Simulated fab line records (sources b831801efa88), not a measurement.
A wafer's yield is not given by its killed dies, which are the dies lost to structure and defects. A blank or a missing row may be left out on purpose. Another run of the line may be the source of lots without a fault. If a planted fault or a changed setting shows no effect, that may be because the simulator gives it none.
fab line records ; flow sfq_line
record: lots: 12; wafers: 36; last_day: 91
route steps=325 shown L0@14 M0@36 I0@43 I1@84
lots with no fault: from the same line, run without faults
start_h: start of the lot's first displayed wafer, in hours after the record's first day ; wait_h: how many hours have passed since the lot's step before this one ; " repeats the value in the row above ; L1.1+2: a single row standing in for several wafers ; - no value, or no start given ; * or withheld: withheld ; < > ~ a bound
route shown NAME@n: names a module that has steps shown in the file, with the first one's number in the route ; usual: mean and standard deviation over wafers with no fault ; same: alike in all rows ; chamber/n: place in a boat ; sites: the reading at each site ; _std_site: how widely they spread, as a standard deviation ; _edge_site: outer sites' mean less inner sites' ; radius_mm: how far each site lies from the wafer's centre ; mask NAME#n: copy n ; behind: the most recent tool/chamber to have shaped the wafer ; hold: why the lot went on hold/how many hours it stayed there/how the hold came to an end ; device: the n, p or np transistor that did not switch ; end of line: the tests these same wafers got at the end of their route ; a step given without rows: its recipe and nothing more ; killed: dies that structure and defects cost at the first sort, which is not the same as the wafer's yield ; map: shows each die of a wafer: x if killed, . if not, _ if none is there
set.NAME: setting as actually run; set.NAME@STEP: the setting as run at that earlier step ; model.NAME: the simulator's own value behind a step, which no gauge read
the route's steps for a sample of lots (tables are steps, rows are wafers)
services: a tool's chamber out of use, with start hour (start_h, from the record's first day; less than 0 if before it), hours out, and reason
== steps ==
step: SFQ_TRILAYER_L0_STRIP_STRIP_009
recipe: gas: O2; power_w: 200; platen_temp_c: 40; overash_fraction: 0.65; chemistry: O2; pressure_mtorr: 50
usual: drypump_motor_current_A: 5.3/0.5; oes_product_au: 0.998/0.009
same: overash_fraction: 0.65
lot.wafer;tool;chamber;start_h;wait_h;drypump_motor_current_A;oes_product_au;rf_hours_counter_h
L742.2;rie_metal-02;1;34.58;0.0;4.8;0.982;52
L742.4;rie_metal-02;1;34.58;0.0;4.8;0.993;-
L742.5;rie_metal-02;0;34.58;0.0;5.7;1.004;-
L743.1;rie_metal-02;1;36.98;0.0;4.8;0.984;53
L743.2;rie_metal-02;0;36.98;0.0;5.7;1.002;151
L743.3;rie_metal-02;1;36.98;0.0;4.8;0.981;-
L744.1;rie_metal-03;1;38.18;0.0;6.2;1.009;17
L744.2;rie_metal-03;0;38.18;0.0;5.0;1.008;63
L744.3;rie_metal-03;0;38.18;0.0;5.0;1.009;-
L745.1;rie_metal-03;1;40.58;0.0;6.2;1.004;18
L745.4;rie_metal-03;0;40.58;0.0;5.0;1.007;-
L745.5;rie_metal-03;0;40.58;0.0;4.9;1.010;-
L746.1;rie_metal-03;1;42.98;0.0;6.2;1.014;18
L746.2;rie_metal-03;0;42.98;0.0;5.0;1.007;64
L746.6;rie_metal-03;0;42.98;0.0;4.9;1.005;-
L747.1;rie_metal-04;1;44.18;0.0;5.0;0.990;8
L747.3;rie_metal-04;0;44.18;0.0;5.4;0.996;-
L747.4;rie_metal-04;1;44.18;0.0;5.0;0.993;-
L753.1;rie_metal-04;0;91.21;0.0;5.4;0.992;155
L753.2;rie_metal-04;1;91.21;0.0;5.0;0.995;17
L753.5;rie_metal-04;0;91.21;0.0;5.4;0.986;-
L755.3;rie_metal-04;1;102.45;0.2;4.9;0.997;-
L755.4;rie_metal-04;0;102.45;0.2;5.4;0.994;-
L755.6;rie_metal-04;1;102.45;0.2;5.0;1.000;-
L760.2;rie_metal-03;0;160.81;0.0;4.9;1.006;90
L760.4;rie_metal-03;0;160.81;0.0;5.0;0.996;-
L760.6;rie_metal-03;1;160.81;0.0;6.2;1.017;-
L762.2;rie_metal-03;1;182.53;0.0;6.2;1.011;31
L762.5;rie_metal-03;0;182.53;0.0;5.0;1.015;-
L762.6;rie_metal-03;1;182.53;0.0;6.3;0.998;-
L763.1;rie_metal-03;0;192.13;0.0;5.0;0.993;93
L763.2;rie_metal-03;1;192.13;0.0;6.2;1.001;32
L763.5;rie_metal-03;0;192.13;0.0;4.9;1.002;-
L765.1;rie_metal-03;1;213.73;0.0;6.2;1.007;35
L765.5;rie_metal-03;0;213.73;0.0;5.0;1.010;-
L765.6;rie_metal-03;1;213.73;0.0;6.3;1.012;-
step: SFQ_TRILAYER_M0_LITHO_PEB_024
recipe: peb_temp_c: 115; peb_time_s: 62.16; resist: KrF
usual: plate_sensor_t_centre_C: 115.95/0.0094; plate_sensor_t_edge_C: 116.08/0.01
lot.wafer;tool;chamber;start_h;wait_h;plate_sensor_t_centre_C;plate_sensor_t_edge_C
L742.2;litho_track-03;0;159.23;0.8;115.94;116.07
L742.4;litho_track-03;0;159.23;0.8;115.95;116.08
L742.5;litho_track-03;0;159.23;0.8;115.96;116.07
L743.1;litho_track-04;0;162.80;1.0;115.96;116.06
L743.2;litho_track-04;0;162.80;1.0;115.97;116.08
L743.3;litho_track-04;0;162.80;1.0;115.96;116.08
L744.1;litho_track-03;0;167.60;1.0;115.96;116.08
L744.2;litho_track-03;0;167.60;1.0;115.94;116.09
L744.3;litho_track-03;0;167.60;1.0;115.95;116.09
L745.1;litho_track-04;0;178.53;1.0;115.95;116.08
L745.4;litho_track-04;0;178.53;1.0;115.93;116.09
L745.5;litho_track-04;0;178.53;1.0;115.94;116.07
L746.1;litho_track-04;0;180.93;1.0;115.96;116.09
L746.2;litho_track-04;0;180.93;1.0;115.95;116.07
L746.6;litho_track-04;0;180.93;1.0;115.94;116.08
L747.1;litho_track-02;0;188.13;1.0;115.95;116.1
L747.3;litho_track-02;0;188.13;1.0;115.94;116.08
L747.4;litho_track-02;0;188.13;1.0;115.95;116.07
L753.1;litho_track-03;0;244.53;1.0;115.95;116.08
L753.2;litho_track-03;0;244.53;1.0;115.94;116.07
L753.5;litho_track-03;0;244.53;1.0;115.95;116.09
L755.3;litho_track-04;0;268.53;0.7;115.95;116.08
L755.4;litho_track-04;0;268.53;0.7;115.95;116.08
L755.6;litho_track-04;0;268.53;0.7;115.97;116.07
L760.2;litho_track-03;0;308.33;0.8;115.94;116.07
L760.4;litho_track-03;0;308.33;0.8;115.94;116.08
L760.6;litho_track-03;0;308.33;0.8;115.94;116.08
L762.2;litho_track-03;0;313.15;0.8;115.95;116.08
L762.5;litho_track-03;0;313.15;0.8;115.94;116.09
L762.6;litho_track-03;0;313.15;0.8;115.95;116.08
L763.1;litho_track-04;0;317.90;1.0;115.95;116.09
L763.2;litho_track-04;0;317.90;1.0;115.95;116.07
L763.5;litho_track-04;0;317.90;1.0;115.94;116.06
L765.1;litho_track-03;0;449.02;1.0;115.94;116.08
L765.5;litho_track-03;0;449.02;1.0;115.95;116.08
L765.6;litho_track-03;0;449.02;1.0;115.94;116.09
step: SFQ_TRILAYER_I0_DEP_PECVD_027
recipe: material: SiO2; temp_c: 150; time_s: 111.11; pressure_torr: 2.4; rf_w: 183.3; precursor: SiH4/N2O; target_thk_nm: 500
usual: heater_power_w: 77/15; rf_fwd_power_W: 182.2/0.61; showerhead_vpp_V: 831/48; throttle_valve_pct: 24.2/1.1
lot.wafer;tool;chamber;start_h;wait_h;heater_power_w;rf_fwd_power_W;showerhead_vpp_V;throttle_valve_pct
L742.2;pecvd-04;1;160.50;0.0;95;182.3;814;24.8
L742.4;pecvd-04;0;160.50;0.0;76;182.5;811;24.6
L742.5;pecvd-04;2;160.50;0.0;81;182.5;948;24.9
L743.1;pecvd-02;2;164.10;0.0;80;182.8;856;23.9
L743.2;pecvd-02;1;164.10;0.0;84;182.5;890;23.1
L743.3;pecvd-02;0;164.10;0.0;84;182.2;800;24.9
L744.1;pecvd-04;0;169.68;0.0;79;182.7;822;24.5
L744.2;pecvd-04;1;169.68;0.0;106;182.9;805;24.9
L744.3;pecvd-04;2;169.68;0.0;78;181.9;937;25.0
L745.1;pecvd-02;1;179.84;0.0;84;182.8;889;23.2
L745.4;pecvd-02;2;179.84;0.0;66;182.4;860;23.7
L745.5;pecvd-02;0;179.84;0.0;84;182.5;809;24.8
L746.1;pecvd-04;2;182.23;0.0;82;182.7;919;24.8
L746.2;pecvd-04;1;182.23;0.0;101;182.6;791;25.1
L746.6;pecvd-04;2;182.23;0.0;82;183.1;934;24.7
L747.1;pecvd-02;1;189.44;0.0;87;181.6;886;23.1
L747.3;pecvd-02;0;189.44;0.0;78;181.9;809;24.4
L747.4;pecvd-02;1;189.44;0.0;89;182.1;891;23.1
L753.1;pecvd-02;2;245.83;0.0;80;181.7;858;24.1
L753.2;pecvd-02;1;245.83;0.0;78;212.5;959;23.3
L753.5;pecvd-02;0;245.83;0.0;71;181.4;817;24.8
L755.3;pecvd-02;2;269.95;0.0;79;181.9;846;24.0
L755.4;pecvd-02;0;269.95;0.0;80;181.3;811;25.0
L755.6;pecvd-02;1;269.95;0.0;74;210.7;948;23.2
L760.2;pecvd-01;1;310.38;0.0;44;181.6;826;24.0
L760.4;pecvd-01;2;310.38;0.0;68;182.4;756;22.6
L760.6;pecvd-01;1;310.38;0.0;47;181.0;812;24.2
L762.2;pecvd-01;0;314.42;0.0;80;181.8;798;23.8
L762.5;pecvd-01;1;314.42;0.0;52;181.9;817;24.2
L762.6;pecvd-01;0;314.42;0.0;86;181.9;791;23.6
L763.1;pecvd-01;0;320.16;0.0;89;182.1;799;23.5
L763.2;pecvd-01;1;320.16;0.0;43;182.8;813;24.2
L763.5;pecvd-01;2;320.16;0.0;62;181.9;774;22.4
L765.1;pecvd-04;0;450.33;0.0;89;180.9;809;24.5
L765.5;pecvd-04;1;450.33;0.0;105;182.4;786;24.7
L765.6;pecvd-04;2;450.33;0.0;68;182.9;935;24.8
step: SFQ_TRILAYER_I1_VIA_BARC_OPEN_VIA_ETCH_071
recipe: mask_material: PR; chemistry: O2; target_depth_nm: 125; target: BARC; source_w: 500; bias_w: 80; pressure_mtorr: 30; time_s: 41.7
usual: drypump_motor_current_A: 5.9/0.32; oes_product_au: 0.685/0.0043
lot.wafer;tool;chamber;start_h;wait_h;drypump_motor_current_A;oes_product_au;rf_hours_counter_h
L742.2;rie_diel-04;1;546.33;0.0;6.0;0.688;16
L742.4;rie_diel-04;3;546.33;0.0;5.3;0.678;4
L742.5;rie_diel-04;2;546.33;0.0;6.0;0.692;-
L743.1;rie_diel-03;1;552.33;0.0;6.0;0.684;26
L743.2;rie_diel-03;3;552.33;0.0;5.8;0.689;5
L743.3;rie_diel-03;2;552.33;0.0;5.4;0.685;13
L744.1;rie_diel-03;3;561.93;0.0;5.8;0.683;5
L744.2;rie_diel-03;0;561.93;0.0;6.4;0.692;0
L744.3;rie_diel-03;1;561.93;0.0;6.0;0.688;26
L745.1;rie_diel-03;3;572.73;0.0;5.8;0.685;5
L745.4;rie_diel-03;1;572.73;0.0;6.0;0.690;26
L745.5;rie_diel-03;2;572.73;0.0;5.4;0.681;-
L746.1;rie_diel-01;2;575.13;0.0;5.9;0.683;62
L746.2;rie_diel-01;3;575.13;0.0;6.1;0.682;24
L746.6;rie_diel-01;0;575.13;0.0;6.3;0.685;-
L747.1;rie_diel-03;2;590.73;0.0;5.4;0.687;14
L747.3;rie_diel-03;3;590.73;0.0;5.8;0.686;5
L747.4;rie_diel-03;0;590.73;0.0;6.4;0.685;1
L753.1;rie_diel-03;2;676.50;0.0;5.4;0.684;15
L753.2;rie_diel-03;1;676.50;0.0;6.0;0.688;28
L753.5;rie_diel-03;2;676.50;0.0;5.4;0.682;-
L755.3;rie_diel-04;2;705.43;0.0;6.0;0.686;3
L755.4;rie_diel-04;3;705.43;0.0;5.4;0.687;6
L755.6;rie_diel-04;3;705.43;0.0;5.3;0.689;-
L760.2;rie_diel-03;2;718.63;0.0;5.4;0.690;16
L760.4;rie_diel-03;0;718.63;0.0;6.4;0.684;3
L760.6;rie_diel-03;3;718.63;0.0;5.8;0.684;-
L762.2;rie_diel-04;2;723.43;0.0;6.0;0.687;4
L762.5;rie_diel-04;0;723.43;0.0;6.0;0.682;-
L762.6;rie_diel-04;3;723.43;0.0;5.4;0.686;-
L763.1;rie_diel-03;3;727.03;0.0;5.8;0.676;8
L763.2;rie_diel-03;2;727.03;0.0;5.5;0.691;16
L763.5;rie_diel-03;0;727.03;0.0;6.4;0.681;-
L765.1;rie_diel-01;0;790.79;0.0;6.3;0.685;6
L765.5;rie_diel-01;1;790.79;0.0;6.1;0.674;-
L765.6;rie_diel-01;2;790.79;0.0;5.9;0.685;-
== services ==
tool;chamber;start_h;hours;kind
rie_diel-03;-;18.97;0.6;repair
rie_metal-03;1;82.82;49.6;repair
rie_diel-03;3;93.35;3.0;repair
pecvd-02;2;100.42;5.3;repair
rie_diel-03;3;117.50;4.5;repair
pecvd-02;2;133.17;3.7;repair
rie_diel-03;-;206.51;0.8;repair
pecvd-02;-;209.23;1.8;repair
pecvd-04;-;214.31;5.5;pm
rie_diel-03;-;217.75;14.6;pm
rie_metal-03;1;221.69;64.5;repair
rie_diel-03;2;246.81;4.1;repair
rie_diel-03;3;284.96;5.1;repair
pecvd-02;1;327.66;5.1;repair
rie_diel-03;-;350.88;2.8;pm
rie_diel-03;2;355.01;5.0;repair
pecvd-02;-;355.62;14.6;pm
rie_diel-03;0;433.77;4.2;repair
rie_diel-03;1;442.83;11.4;repair
rie_diel-03;2;503.21;6.1;repair
rie_metal-03;0;510.16;6.1;repair
pecvd-02;1;564.52;5.8;repair
rie_diel-03;1;608.96;2.5;repair
rie_diel-03;1;741.40;6.2;repair
== key ==
first_sign: step: SFQ_TRILAYER_I0_DEP_PECVD_027; reading: rf_fwd_power_W; direction: up; sigmas: 48; usual: 182.2; struck: 211.6
effect none on later readings
met_at SFQ_TRILAYER_I0_DEP_PECVD_027
struck_lots L753,L755
struck_wafers L753.2,L755.6
not_acting_at SFQ_TRILAYER_L0_STRIP_STRIP_009,SFQ_TRILAYER_M0_LITHO_PEB_024,SFQ_TRILAYER_I1_VIA_BARC_OPEN_VIA_ETCH_071
onset_between 189.44 245.83
fault: kind: process_parameter_drift; tool: pecvd-02; chamber: 1; onset_h: 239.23; steps: SFQ_TRILAYER_I0_DEP_PECVD_027; channel: rf_w; offset: 29.328; shape: step; end_h: 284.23; acts_in: these_recipes_only; stated: 183.3
